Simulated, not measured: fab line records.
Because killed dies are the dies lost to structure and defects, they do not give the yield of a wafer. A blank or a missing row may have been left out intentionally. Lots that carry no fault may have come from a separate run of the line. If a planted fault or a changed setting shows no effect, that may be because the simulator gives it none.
Problem report, 8D (eight disciplines) form, completed by code -- flow sky130 -- the parts of the form that need people (team, actions taken, sign-off) are left out

1. THE PROBLEM
At SKY_VIA1_CMP_24, overpolishRunS averages 0.039 s over 3 wafers from 2 lots, while fault-free wafers read 15.000 s, standard deviation 0.0094. So: -99 or more standard deviations from the usual mean.
The step: polishes, stops on SiO2, t overpolish 15 s, target thk 0 nm.
First observed at day 39 00:13: wafer L934.1, on cmp-02. At this step, 38 wafers from 13 lots have a number in the record. Rule for "out" (also "out of limits"): further than 4 standard deviations from the usual mean. All remaining wafers that have a number are taken as sound.

2. WHAT IT IS AND WHAT IT IS NOT
question,is,is not
which readings at this step,"overpolishRunS, timeToEndpointS",motorCurrentA
which lots,"L934, L935","L918, L919, L920, L921, L922, L923, L924, L925, L926, L939, L941"
which wafers of those lots,"L934.1, L935.1, L935.4","L934.2, L935.6"
read on which tools,cmp-02,cmp-01
when,from day 39 00:13,"up to then (28 sound wafers); but 7 sound wafers of L935, L939, L941 came after"

3. SUSPECTS, AND WHAT RULES EACH OUT
Counting: a tool at a process step up to the reading stays a suspect if it ran every lot that is out. Sound lots after the first of them don't rule it out here, since some wafers of a struck lot are sound.
- cmp-02 at SKY_VIA1_CMP_24 (polishes, stops on SiO2, t overpolish 15 s, target thk 0 nm): kept. Ran every lot that is out, first one L934 (day 39 00:13); last sound lot up to then L923 (day 36 12:14). On those wafers its own readings are out: overpolishRunS, timeToEndpointS.
After counting, what remains is cmp-02 at SKY_VIA1_CMP_24.

4. THE CAUSE (what the simulator had put in)
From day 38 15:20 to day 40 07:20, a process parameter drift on cmp-02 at SKY_VIA1_CMP_24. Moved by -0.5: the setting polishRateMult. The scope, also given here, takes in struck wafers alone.
Counting left only this tool.

5. THE EFFECT CHAIN, in route order
Each row: a reading whose mean over the struck wafers that have a number lies more than 3 standard deviations from the usual. Only readings for which the record gives a usual standard deviation are gone through. hours: the time from each lot's start at the first step in this table that gives one to its start at this step, as a median over the lots. sigmas: the change in usual standard deviations.
hours,step,reading,usual,on struck wafers,change,sigmas
0,SKY_VIA1_CMP_24,overpolishRunS,15.000 s,0.039,-14.961,-99 or more
0,SKY_VIA1_CMP_24,timeToEndpointS,63 s,104,+41,+13
Its process steps:
- SKY_VIA1_CMP_24: polishes, stops on SiO2, t overpolish 15 s, target thk 0 nm.

6. WHAT WOULD HAVE CAUGHT IT SOONER
First out-of-limits reading in this record: day 39 00:13, which is 9 hours after fault onset at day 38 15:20.
